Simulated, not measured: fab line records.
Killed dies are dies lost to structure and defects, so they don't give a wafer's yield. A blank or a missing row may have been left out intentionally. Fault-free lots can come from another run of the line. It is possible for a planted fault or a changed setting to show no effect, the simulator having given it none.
fab line records	flow sky130	part 1 of 2: steps 1 to 29 of 36
record: lots: 5	wafers: 15	last_day: 50
route steps=708 shown METAL4@602 CAP2M@603
lots untouched by any fault: they come from a run of this same line in which no faults occurred
start_h: hours from the record's opening day to when the first of the lot's shown wafers began	wait_h: hours elapsed since this lot's preceding step	" identical to the entry in the row above	L1.1+2: a row that stands for several wafers	- no value, or no start given	* or withheld: withheld	< > ~ a bound
route shown NAME@n: NAME is a module with steps in the file, n the number in the route of the first one	usual: the fault-free wafers' mean and standard deviation	same: alike in all rows	chamber/n: place in a boat	sites: the reading at each site	_std_site: the values' standard deviation	_edge_site: mean of outer sites minus mean of inner sites	radius_mm: how far each site lies from the wafer's centre	mask NAME#n: copy n	behind: tool/chamber where the wafer was last shaped	hold: reason for holding the lot/hours on hold/outcome of the hold	device: transistor that didn't switch, given as n, p or np	end of line: at the end of the route, the tests of the same wafers	for a step that has no rows: nothing shown but its recipe	killed: at the first sort, the dies lost to defects and structure; wafer yield is something else	map: a wafer's dies, marking killed ones x, the rest . and places with no die _
set.NAME: the setting as run; set.NAME@STEP: as run at that earlier step	model.NAME: the simulator's own value behind a step, which no gauge read
certain route steps with their lots: each step a table, each wafer a row
services: the hour from which a tool's chamber was out of use, counted from the record's first day as start_h (under 0 if before that day), plus the number of hours and why
== steps ==
step: SKY_METAL4_SPUTTER_04
recipe: material: TiN	target_thk_nm: 70	power_w: 6500	time_s: 58.3	chamber_pressure_pa: 0.4
usual: chamber_pressure_pa: 0.4001/0.00087	throttle_valve_pct: 29.8/1.3
lot.wafer	tool	chamber	start_h	wait_h	chamber_pressure_pa	throttle_valve_pct
L078.2	pvd_sputter-02	-	957.78	0.0	0.4003	27.6
L078.4	"	-	"	"	0.3990	29.4
L078.5	"	-	"	"	0.3996	27.6
L079.2	pvd_sputter-02	-	976.03	0.0	0.3995	29.7
L079.3	"	-	"	"	0.3995	31.0
L079.5	"	-	"	"	0.3999	29.8
L091.1	pvd_sputter-02	-	1051.33	0.0	0.3999	29.6
L091.3	"	-	"	"	0.4015	31.0
L091.5	"	-	"	"	0.4007	29.5
L097.2	pvd_sputter-01	-	1087.50	0.0	0.4002	30.2
L097.3	"	-	"	"	0.4018	28.2
L097.6	"	-	"	"	0.4016	30.0
L095.1	pvd_sputter-01	-	1088.36	0.0	0.4016	30.0
L095.3	"	-	"	"	0.3993	30.0
L095.6	"	-	"	"	0.4014	29.7
step: SKY_CAP2M_CVD_00
recipe: material: SiO2	target_thk_nm: 15.5	temp_c: 400	time_s: withheld	rf_w: 450
usual: heater_power_outer_w: 421/78	heater_power_w: 721/110
lot.wafer	tool	chamber	start_h	wait_h	heater_power_outer_w	heater_power_w
L078.2	pecvd-01	0	957.83	0.0	466	820
L078.4	"	0	"	"	461	835
L078.5	"	2	"	"	422	735
L079.2	pecvd-02	2	976.08	0.0	318	616
L079.3	"	1	"	"	444	742
L079.5	"	0	"	"	557	877
L091.1	pecvd-04	0	1051.38	0.0	320	537
L091.3	"	1	"	"	510	848
L091.5	"	2	"	"	395	683
L097.2	pecvd-01	1	1087.55	0.0	431	732
L097.3	"	2	"	"	324	596
L097.6	"	0	"	"	374	716
L095.1	pecvd-04	1	1088.41	0.0	478	845
L095.3	"	2	"	"	328	573
L095.6	"	2	"	"	312	589
step: SKY_CAP2M_THK_MEAS_01
recipe: reads: SiO2_of_CAP2M_CVD_00
usual: CAP2M_CVD_00_THK: 15.52/0.26
lot.wafer	tool	chamber	start_h	wait_h	CAP2M_CVD_00_THK[nm]
L078.2	film_metro-02	-	957.86	-	15.25
L078.4	"	-	"	"	15.44
L078.5	"	-	"	"	15.61
L079.2	film_metro-03	-	976.11	-	15.46
L079.3	"	-	"	"	15.48
L079.5	"	-	"	"	15.37
L091.1	film_metro-01	-	1051.40	-	15.37
L091.3	"	-	"	"	15.66
L091.5	"	-	"	"	15.83
L097.2	film_metro-01	-	1087.58	-	15.17
L097.3	"	-	"	"	15.46
L097.6	"	-	"	"	15.41
L095.1	film_metro-01	-	1088.43	-	15.35
L095.3	"	-	"	"	15.69
L095.6	"	-	"	"	15.78
step: SKY_CAP2M_SPUTTER_02
recipe: material: TiN	target_thk_nm: 200	temp_c: 300	power_w: 6500	time_s: 166.7	chamber_pressure_pa: 0.4
usual: chamber_pressure_pa: 0.3999/0.00078	throttle_valve_pct: 30.0/1.2
lot.wafer	tool	chamber	start_h	wait_h	chamber_pressure_pa	throttle_valve_pct
L078.2	pvd_sputter-01	-	957.91	0.0	0.3991	28.3
L078.4	"	-	"	"	0.4003	32.6
L078.5	"	-	"	"	0.3998	29.8
L079.2	pvd_sputter-01	-	976.16	0.0	0.4000	32.5
L079.3	"	-	"	"	0.4007	28.3
L079.5	"	-	"	"	0.3997	28.5
L091.1	pvd_sputter-03	-	1051.46	0.1	0.3989	28.8
L091.3	"	-	"	"	0.3984	30.1
L091.5	"	-	"	"	0.3990	30.4
L097.2	pvd_sputter-03	-	1087.63	0.0	0.3993	30.3
L097.3	"	-	"	"	0.3994	28.9
L097.6	"	-	"	"	0.4002	29.9
L095.1	pvd_sputter-02	-	1088.49	0.1	0.4009	29.6
L095.3	"	-	"	"	0.4001	27.4
L095.6	"	-	"	"	0.3997	29.6
step: SKY_CAP2M_RS_MEAS_03
recipe: thk_meas_gauge: four-point-probe	reads: TiN_of_CAP2M_SPUTTER_02
usual: CAP2M_TIN_RS: 6.90/0.093
lot.wafer	tool	chamber	start_h	wait_h	CAP2M_TIN_RS[ohm/sq]
L078.2	film_metro-02	-	958.04	0.1	6.91
L078.4	"	-	"	"	6.92
L078.5	"	-	"	"	6.82
L079.2	film_metro-01	-	976.29	0.1	6.93
L079.3	"	-	"	"	6.93
L079.5	"	-	"	"	6.96
L091.1	film_metro-03	-	1051.57	0.1	6.88
L091.3	"	-	"	"	6.86
L091.5	"	-	"	"	6.86
L097.2	film_metro-03	-	1087.76	0.1	6.86
L097.3	"	-	"	"	6.81
L097.6	"	-	"	"	6.96
L095.1	film_metro-03	-	1088.60	0.1	6.82
L095.3	"	-	"	"	6.93
L095.6	"	-	"	"	6.89
step: SKY_CAP2M_THK_MEAS_04
recipe: thk_meas_gauge: xrf	reads: TiN_of_CAP2M_SPUTTER_02
usual: CAP2M_TIN_THK: 197.9/2.8
lot.wafer	tool	chamber	start_h	wait_h	CAP2M_TIN_THK[nm]
L078.2	film_metro-02	-	958.15	0.1	198.4
L078.4	"	-	"	"	198.6
L078.5	"	-	"	"	200.7
L079.2	film_metro-01	-	976.40	0.1	196.9
L079.3	"	-	"	"	198.0
L079.5	"	-	"	"	196.6
L091.1	film_metro-03	-	1051.69	0.1	198.1
L091.3	"	-	"	"	198.9
L091.5	"	-	"	"	199.9
L097.2	film_metro-03	-	1087.87	0.1	197.5
L097.3	"	-	"	"	198.1
L097.6	"	-	"	"	194.8
L095.1	film_metro-03	-	1088.72	0.1	198.8
L095.3	"	-	"	"	195.6
L095.6	"	-	"	"	196.3
step: SKY_CAP2M_DEHYDRATE_05
recipe: temp_c: 200	time_s: 60
usual: plate_temp_C: 200.00/0.15
lot.wafer	tool	chamber	start_h	wait_h	plate_temp_C
L078.2	litho_track-01	0	969.18	11.0	200.04
L078.4	"	0	"	"	199.98
L078.5	"	0	"	"	200.20
L079.2	litho_track-03	0	988.18	11.8	199.84
L079.3	"	0	"	"	200.05
L079.5	"	0	"	"	200.22
L091.1	litho_track-04	0	1062.38	10.7	199.99
L091.3	"	0	"	"	199.87
L091.5	"	0	"	"	200.20
L097.2	litho_track-04	0	1096.85	9.0	200.16
L097.3	"	0	"	"	200.02
L097.6	"	0	"	"	199.89
L095.1	litho_track-04	0	1097.43	8.7	200.12
L095.3	"	0	"	"	200.27
L095.6	"	0	"	"	200.07
step: SKY_CAP2M_HMDS_06
recipe: prime_time_s: 60	prime_temp_c: 120
lot.wafer	tool	chamber	start_h	wait_h
L078.2+4+5	litho_track-01	0	969.33	0.1
L079.2+3+5	litho_track-03	0	988.33	0.1
L091.1+3+5	litho_track-04	0	1062.53	0.1
L097.2+3+6	litho_track-04	0	1097.00	0.1
L095.1+3+6	litho_track-04	0	1097.58	0.1
step: SKY_CAP2M_COAT_07
recipe: resist: NOVOLAK	spin_rpm: 3000	resist_thk_nm: 1140
lot.wafer	tool	chamber	start_h	wait_h
L078.2+4+5	litho_track-01	0	969.48	0.1
L079.2+3+5	litho_track-03	0	988.48	0.1
L091.1+3+5	litho_track-04	0	1062.68	0.1
L097.2+3+6	litho_track-04	0	1097.15	0.1
L095.1+3+6	litho_track-04	0	1097.73	0.1
step: SKY_CAP2M_SOFTBAKE_08
recipe: temp_c: 90	time_s: 60	resist: NOVOLAK
usual: plate_temp_C: 90.02/0.12
lot.wafer	tool	chamber	start_h	wait_h	plate_temp_C
L078.2	litho_track-01	0	969.63	0.1	89.91
L078.4	"	0	"	"	90.18
L078.5	"	0	"	"	89.98
L079.2	litho_track-03	0	988.63	0.1	90.11
L079.3	"	0	"	"	90.10
L079.5	"	0	"	"	90.02
L091.1	litho_track-04	0	1062.83	0.1	90.02
L091.3	"	0	"	"	90.17
L091.5	"	0	"	"	90.03
L097.2	litho_track-04	0	1097.30	0.1	89.95
L097.3	"	0	"	"	89.94
L097.6	"	0	"	"	89.78
L095.1	litho_track-04	0	1097.88	0.1	89.92
L095.3	"	0	"	"	89.98
L095.6	"	0	"	"	89.85
step: SKY_CAP2M_EXPOSE_09
recipe: mask_id: CAP2M	na: 0.6	source_shape: conventional	sigma_outer: 0.6	polarization: unpolarized	target_cd_nm: 1000	dose_mj: 159
lot.wafer	tool	chamber	start_h	wait_h	mask
L078.2+4+5	iline_stepper-01	0	-	-	CAP2M#0
L079.2+3+5	iline_stepper-01	0	-	-	CAP2M#0
L091.1+3+5	iline_stepper-01	0	-	-	CAP2M#0
L097.2+3+6	iline_stepper-01	0	-	-	CAP2M#0
L095.1+3+6	iline_stepper-01	0	-	-	CAP2M#0
step: SKY_CAP2M_PEB_10
recipe: temp_c: withheld	time_s: *	resist: NOVOLAK
lot.wafer	tool	chamber	start_h	wait_h
L078.2+4+5	litho_track-03	0	-	-
L079.2+3+5	litho_track-03	0	-	-
L091.1+3+5	litho_track-01	0	-	-
L097.2+3+6	litho_track-04	0	-	-
L095.1+3+6	litho_track-03	0	-	-
step: SKY_CAP2M_DEVELOP_11
recipe: resist: NOVOLAK	developer: TMAH	develop_time_s: 60	dev_temp_c: 23
lot.wafer	tool	chamber	start_h	wait_h
L078.2+4+5	litho_track-03	0	981.08	0.1
L079.2+3+5	litho_track-03	0	1000.08	0.1
L091.1+3+5	litho_track-01	0	1072.70	0.1
L097.2+3+6	litho_track-04	0	1107.95	0.1
L095.1+3+6	litho_track-03	0	1107.96	0.1
step: SKY_CAP2M_OVL_MEAS_12
usual: CAP2M_OVL: -2.1/1.4
lot.wafer	tool	chamber	start_h	wait_h	CAP2M_OVL[nm]
L078.2	overlay-01	-	981.21	0.1	-1.0
L078.4	"	-	"	"	-3.1
L078.5	"	-	"	"	-1.2
L079.2	overlay-01	-	1000.21	0.1	-1.0
L079.3	"	-	"	"	-2.6
L079.5	"	-	"	"	-2.5
L091.1	overlay-02	-	1072.85	0.1	-5.4
L091.3	"	-	"	"	-3.1
L091.5	"	-	"	"	-4.2
L097.2	overlay-02	-	1108.08	0.1	-3.6
L097.3	"	-	"	"	-2.8
L097.6	"	-	"	"	-2.0
L095.1	overlay-01	-	1108.11	0.1	-1.3
L095.3	"	-	"	"	-1.7
L095.6	"	-	"	"	0.2
step: SKY_CAP2M_METAL_ETCH_13
recipe: target_depth_nm: 220	stop_on: SiO2	chemistry: Cl2/BCl3	target: TiN	pressure_mtorr: 10	icp_w: 900	bias_w: 48.5	Cl2_flow_sccm: 60	bcl3_flow_sccm: 30	time_s: 62.9
usual: drypump_motor_current_A: 5.4/0.53	mfc_cl2_sccm: 60.04/0.21	oes_product_au: 0.942/0.0086	throttle_valve_pct: 21.902/0.01
lot.wafer	tool	chamber	start_h	wait_h	drypump_motor_current_A	mfc_cl2_sccm	oes_product_au	rf_hours_counter_h	throttle_valve_pct
L078.2	rie_metal-02	0	981.24	0.0	5.1	59.79	0.936	8	21.912
L078.4	"	0	"	"	5.1	59.78	0.932	-	21.894
L078.5	"	1	"	"	4.9	59.99	0.956	-	21.892
L079.2	rie_metal-04	0	1000.24	0.0	6.2	60.13	0.938	11	21.901
L079.3	"	1	"	"	4.9	59.81	0.937	-	21.902
L079.5	"	1	"	"	4.9	59.64	0.937	-	21.915
L091.1	rie_metal-04	1	1072.89	0.0	4.9	60.11	0.937	6	21.893
L091.3	"	0	"	"	6.2	60.09	0.942	-	21.891
L091.5	"	1	"	"	4.9	60.07	0.941	-	21.901
L097.2	rie_metal-04	1	1108.11	0.0	4.9	60.00	0.947	8	21.923
L097.3	"	1	"	"	4.9	60.13	0.955	-	21.892
L097.6	"	1	"	"	4.9	60.18	0.936	-	21.917
L095.1	rie_metal-02	1	1108.14	0.0	4.9	60.36	0.942	17	21.907
L095.3	"	1	"	"	4.9	60.72	0.944	-	21.903
L095.6	"	0	"	"	5.1	60.00	0.938	-	21.888
step: SKY_CAP2M_STRIP_14
recipe: chemistry: O2/N2	power_w: 1400	pressure_mtorr: 1500	platen_temp_c: withheld	o2_flow_sccm: 3000	n2_flow_sccm: 300	overash_fraction: 0.5
usual: drypump_motor_current_A: 5.7/0.47	oes_product_au: 0.710/0.0044	strip_time_to_endpoint_s: 12.66/0.045
lot.wafer	tool	chamber	start_h	wait_h	drypump_motor_current_A	oes_product_au	rf_hours_counter_h	strip_time_to_endpoint_s
L078.2	plasma_asher-03	0	981.32	0.1	5.3	0.708	24	12.62
L078.4	"	0	"	"	5.3	0.713	-	12.67
L078.5	"	0	"	"	5.3	0.709	-	12.68
L079.2	plasma_asher-03	0	1000.35	0.1	5.3	0.708	26	12.57
L079.3	"	0	"	"	5.3	0.708	-	12.61
L079.5	"	0	"	"	5.3	0.706	-	12.61
L091.1	plasma_asher-04	1	1072.96	0.1	5.5	0.707	94	12.62
L091.3	"	1	"	"	5.5	0.706	-	12.62
L091.5	"	0	"	"	6.6	0.704	-	12.62
L097.2	plasma_asher-04	0	1108.19	0.1	6.6	0.714	96	12.64
L097.3	"	1	"	"	5.5	0.709	-	12.65
L097.6	"	0	"	"	6.6	0.712	-	12.69
L095.1	plasma_asher-03	1	1108.22	0.1	5.3	0.709	37	12.73
L095.3	"	0	"	"	5.3	0.709	-	12.68
L095.6	"	0	"	"	5.3	0.713	-	12.67
step: SKY_CAP2M_STRIP_15
recipe: chemistry: post_etch_residue_remover	time_s: 1200	temp_c: 72.5
usual: bath_heat_duty_pct: 14.9/1.4	temp_c: 72.52/0.13
lot.wafer	tool	chamber	start_h	wait_h	bath_heat_duty_pct	temp_c
L078.2	wet_bench-01	0	981.42	0.1	16.0	72.40
L078.4	"	0	"	"	16.6	72.40
L078.5	"	0	"	"	16.2	72.40
L079.2	wet_bench-01	1	1000.45	0.1	15.4	72.52
L079.3	"	1	"	"	15.9	72.43
L079.5	"	1	"	"	15.2	72.58
L091.1	wet_bench-03	2	1073.06	0.1	13.6	72.39
L091.3	"	2	"	"	11.4	72.54
L091.5	"	2	"	"	13.1	72.52
L097.2	wet_bench-01	1	1108.29	0.1	15.8	72.38
L097.3	"	1	"	"	16.2	72.46
L097.6	"	1	"	"	15.0	72.46
L095.1	wet_bench-03	0	1108.32	0.1	16.9	72.48
L095.3	"	0	"	"	15.4	72.55
L095.6	"	0	"	"	16.8	72.55
step: SKY_CAP2M_CLEAN_16
recipe: chemistry: IPA	time_s: 180	temp_c: 25
usual: bath_heat_duty_pct: 6.3/0.78	temp_c: 25.00/0.098
lot.wafer	tool	chamber	start_h	wait_h	bath_heat_duty_pct	temp_c
L078.2	wet_bench-02	1	981.76	0.0	6.4	24.99
L078.4	"	1	"	"	7.3	24.86
L078.5	"	1	"	"	6.4	24.89
L079.2	wet_bench-02	0	1001.13	0.0	5.3	24.89
L079.3	"	0	"	"	5.6	24.96
L079.5	"	0	"	"	6.1	24.94
L091.1	wet_bench-01	0	1073.44	0.0	7.0	25.06
L091.3	"	0	"	"	6.9	25.10
L091.5	"	0	"	"	7.6	25.07
L095.1	wet_bench-03	3	1108.66	0.0	6.9	24.95
L095.3	"	3	"	"	7.5	25.06
L095.6	"	3	"	"	6.4	24.93
L097.2	wet_bench-01	1	1108.66	0.0	6.6	24.98
L097.3	"	1	"	"	6.4	25.02
L097.6	"	1	"	"	7.5	25.05
step: SKY_CAP2M_CLEAN_17
recipe: chemistry: O3/DIW	dry: n2_spin
lot.wafer	tool	chamber	start_h	wait_h
L078.2+4+5	wet_bench-01	1	981.82	0.0
L079.2+3+5	wet_bench-01	2	1001.19	0.0
L091.1+3+5	wet_bench-03	2	1073.50	0.0
L095.1+3+6	wet_bench-03	0	1108.72	0.0
L097.2+3+6	wet_bench-01	0	1108.73	0.0
step: SKY_METAL4_DEHYDRATE_05
recipe: temp_c: 200	time_s: 60
usual: plate_temp_C: 199.99/0.18
lot.wafer	tool	chamber	start_h	wait_h	plate_temp_C
L078.2	litho_track-02	0	993.31	11.4	199.61
L078.4	"	0	"	"	199.75
L078.5	"	0	"	"	199.72
L079.2	litho_track-02	0	1011.66	10.3	200.12
L079.3	"	0	"	"	200.18
L079.5	"	0	"	"	199.73
L091.1	litho_track-04	0	1083.93	10.3	200.15
L091.3	"	0	"	"	200.20
L091.5	"	0	"	"	200.04
L095.1	litho_track-04	0	1117.53	8.7	200.12
L095.3	"	0	"	"	200.00
L095.6	"	0	"	"	199.78
L097.2	litho_track-02	0	1117.76	8.9	199.95
L097.3	"	0	"	"	199.97
L097.6	"	0	"	"	199.95
step: SKY_METAL4_HMDS_06
recipe: prime_time_s: 60	prime_temp_c: 120
lot.wafer	tool	chamber	start_h	wait_h
L078.2+4+5	litho_track-02	0	993.46	0.1
L079.2+3+5	litho_track-02	0	1011.81	0.1
L091.1+3+5	litho_track-04	0	1084.08	0.1
L095.1+3+6	litho_track-04	0	1117.68	0.1
L097.2+3+6	litho_track-02	0	1117.91	0.1
step: SKY_METAL4_COAT_07
recipe: resist: BARC	temp_c: withheld	time_s: withheld	spin_rpm: 3000	resist_thk_nm: 60
lot.wafer	tool	chamber	start_h	wait_h
L078.2+4+5	litho_track-02	0	993.61	0.1
L079.2+3+5	litho_track-02	0	1011.96	0.1
L091.1+3+5	litho_track-04	0	1084.23	0.1
L095.1+3+6	litho_track-04	0	1117.83	0.1
L097.2+3+6	litho_track-02	0	1118.06	0.1
step: SKY_METAL4_COAT_08
recipe: resist: KrF-thick	spin_rpm: 3000	resist_thk_nm: 1140
lot.wafer	tool	chamber	start_h	wait_h
L078.2+4+5	litho_track-02	0	-	-
L079.2+3+5	litho_track-02	0	-	-
L091.1+3+5	litho_track-04	0	-	-
L095.1+3+6	litho_track-04	0	-	-
L097.2+3+6	litho_track-02	0	-	-
step: SKY_METAL4_SOFTBAKE_09
recipe: temp_c: 100	time_s: 90	resist: KrF-thick
usual: plate_temp_C: 100.04/0.13
lot.wafer	tool	chamber	start_h	wait_h	plate_temp_C
L078.2	litho_track-02	0	-	-	99.84
L078.4	"	0	"	"	100.01
L078.5	"	0	"	"	99.92
L079.2	litho_track-02	0	-	-	99.84
L079.3	"	0	"	"	100.03
L079.5	"	0	"	"	100.06
L091.1	litho_track-04	0	-	-	100.01
L091.3	"	0	"	"	99.96
L091.5	"	0	"	"	99.86
L095.1	litho_track-04	0	-	-	100.14
L095.3	"	0	"	"	100.10
L095.6	"	0	"	"	100.07
L097.2	litho_track-02	0	-	-	100.25
L097.3	"	0	"	"	100.21
L097.6	"	0	"	"	100.11
step: SKY_METAL4_EXPOSE_10
recipe: mask_id: MM4	na: 0.68	source_shape: annular	sigma_inner: 0.4	sigma_outer: 0.8	target_cd_nm: 300	dose_mj: 28
lot.wafer	tool	chamber	start_h	wait_h	mask
L078.2+4+5	krf_scanner-01	0	-	-	MM4#0
L079.2+3+5	krf_scanner-01	0	-	-	MM4#0
L091.1+3+5	krf_scanner-01	0	-	-	MM4#0
L095.1+3+6	krf_scanner-01	0	-	-	MM4#0
L097.2+3+6	krf_scanner-02	0	-	-	MM4#0
step: SKY_METAL4_PEB_11
recipe: peb_temp_c: withheld	peb_time_s: withheld	resist: KrF-thick
lot.wafer	tool	chamber	start_h	wait_h
L078.2+4+5	litho_track-04	0	-	-
L079.2+3+5	litho_track-04	0	-	-
L091.1+3+5	litho_track-04	0	-	-
L095.1+3+6	litho_track-01	0	-	-
L097.2+3+6	litho_track-04	0	-	-
step: SKY_METAL4_DEVELOP_12
recipe: develop_time_s: 60	resist: KrF-thick	dev_temp_c: 21
lot.wafer	tool	chamber	start_h	wait_h
L078.2+4+5	litho_track-04	0	-	-
L079.2+3+5	litho_track-04	0	-	-
L091.1+3+5	litho_track-04	0	-	-
L095.1+3+6	litho_track-01	0	-	-
L097.2+3+6	litho_track-04	0	-	-
step: SKY_METAL4_CD_MEAS_13
recipe: target_cd_nm: 300
usual: cd_nm: 299.8/1.4
lot.wafer	tool	chamber	start_h	wait_h	cd_nm
L078.2	cd_sem-02	-	1004.75	-	299.2
L078.4	"	-	"	"	299.7
L078.5	"	-	"	"	299.8
L079.2	cd_sem-01	-	1023.25	-	301.1
L079.3	"	-	"	"	298.8
L079.5	"	-	"	"	298.1
L091.1	cd_sem-02	-	1094.73	-	296.7
L091.3	"	-	"	"	298.0
L091.5	"	-	"	"	297.2
L095.1	cd_sem-02	-	1128.50	-	301.5
L095.3	"	-	"	"	301.3
L095.6	"	-	"	"	300.8
L097.2	cd_sem-01	-	1128.90	-	300.2
L097.3	"	-	"	"	300.3
L097.6	"	-	"	"	299.1
step: SKY_METAL4_OVL_MEAS_14
usual: METAL4_OVL: -1/5.1
lot.wafer	tool	chamber	start_h	wait_h	METAL4_OVL[nm]
L078.2	overlay-01	-	1004.85	0.1	7
L078.4	"	-	"	"	8
L078.5	"	-	"	"	1
L079.2	overlay-02	-	1023.35	0.1	-7
L079.3	"	-	"	"	4
L079.5	"	-	"	"	7
L091.1	overlay-02	-	1094.85	0.1	0
L091.3	"	-	"	"	-3
L091.5	"	-	"	"	5
L095.1	overlay-02	-	1128.62	0.1	4
L095.3	"	-	"	"	-2
L095.6	"	-	"	"	-8
L097.2	overlay-01	-	1129.00	0.1	3
L097.3	"	-	"	"	0
L097.6	"	-	"	"	3
